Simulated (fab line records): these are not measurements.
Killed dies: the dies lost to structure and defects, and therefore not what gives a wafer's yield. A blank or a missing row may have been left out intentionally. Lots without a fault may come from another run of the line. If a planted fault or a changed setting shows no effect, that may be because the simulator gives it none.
2 desks looking at one fault    flow sky130    each desk holds nothing but its own numbers, with what lay behind them at the end

AT THE METROLOGY DESK
Lot by lot, what the gauges showed, no matter which tool ran the lot: averages of those sampled wafers that carry a number. Any lot whose mean is over 4 standard deviations away from the usual mean is out of limits and marked OUT; that distance is given in the brackets.
Columns: A = VT_ADJUST_HVTP_TW at SKY_VT_ADJUST_HVTP_TW_MEAS_11, usual 1356; B = cd nm at SKY_VT_ADJUST_HVTR_CD_MEAS_07, usual 379.8 nm
lot   first seen here  A     B
L708  day 6 05:28      1335  379.2
L711  day 6 23:19      1372  379.1
L713  day 7 12:38      1365  383.3
L714  day 7 17:10      1360  378.9
L716  day 8 07:48      1368  383.6
L717  day 8 12:54      1329  379.5
L719  day 9 01:11      1381  376.4
L722  day 9 19:20      1384  383.9
L726  day 10 23:31     1329  383.2
L728  day 11 11:39     1356  379.8
L729  day 11 19:30     1336  381.1
L730  day 12 01:40     1335  379.5
This desk's finding: nothing out of limits on any of the 12 lots.

TOOL OWNER'S DESK, litho track-04
Per lot that ran on this tool, the mean of the sampled wafers carrying a number, from the tool's own readings at SKY_GATE_OXIDE_SOFTBAKE_06 (time 60 s). Any lot whose mean is over 4 standard deviations away from the usual mean is out of limits and marked OUT; that distance is given in the brackets.
Columns: A = heater power total W at SKY_GATE_OXIDE_SOFTBAKE_06, usual 56.60 W; B = plate temp C at SKY_GATE_OXIDE_SOFTBAKE_06, usual 89.99 C
lot   first seen here  A                        B
L708  day 13 13:37     56.59                    90.02
L711  day 14 11:50     56.57                    89.94
L714  day 15 07:43     56.55                    89.96
L717  day 16 19:08     56.55                    89.95
L719  day 17 05:46     65.12 (+99 or more) OUT  99.46 (+79) OUT
L722  day 18 03:26     65.15 (+99 or more) OUT  99.55 (+80) OUT
This desk's verdict: out of limits on L719, L722, starting with L719 at day 17 05:46 (heater power total W at SKY_GATE_OXIDE_SOFTBAKE_06). L708, L711, L714, L717 stayed within limits.

PUT TOGETHER
On L719, L722, at day 17 05:46, an alarm was possible from the tool owner's desk.
Metrology desk: nothing out of limits seen.
The metrology desk holds a record of L719, L722, inside its limits.
All the named lots went through SKY_GATE_OXIDE_SOFTBAKE_06 on litho track-04.

WHAT THE SIMULATOR HAD PUT IN
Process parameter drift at SKY_GATE_OXIDE_SOFTBAKE_06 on litho track-04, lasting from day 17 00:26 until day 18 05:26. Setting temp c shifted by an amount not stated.
Struck lots among those shown: L719, L722.
Delay in hours, fault start to first out-of-limits reading, by desk: the tool owner's desk at 5.
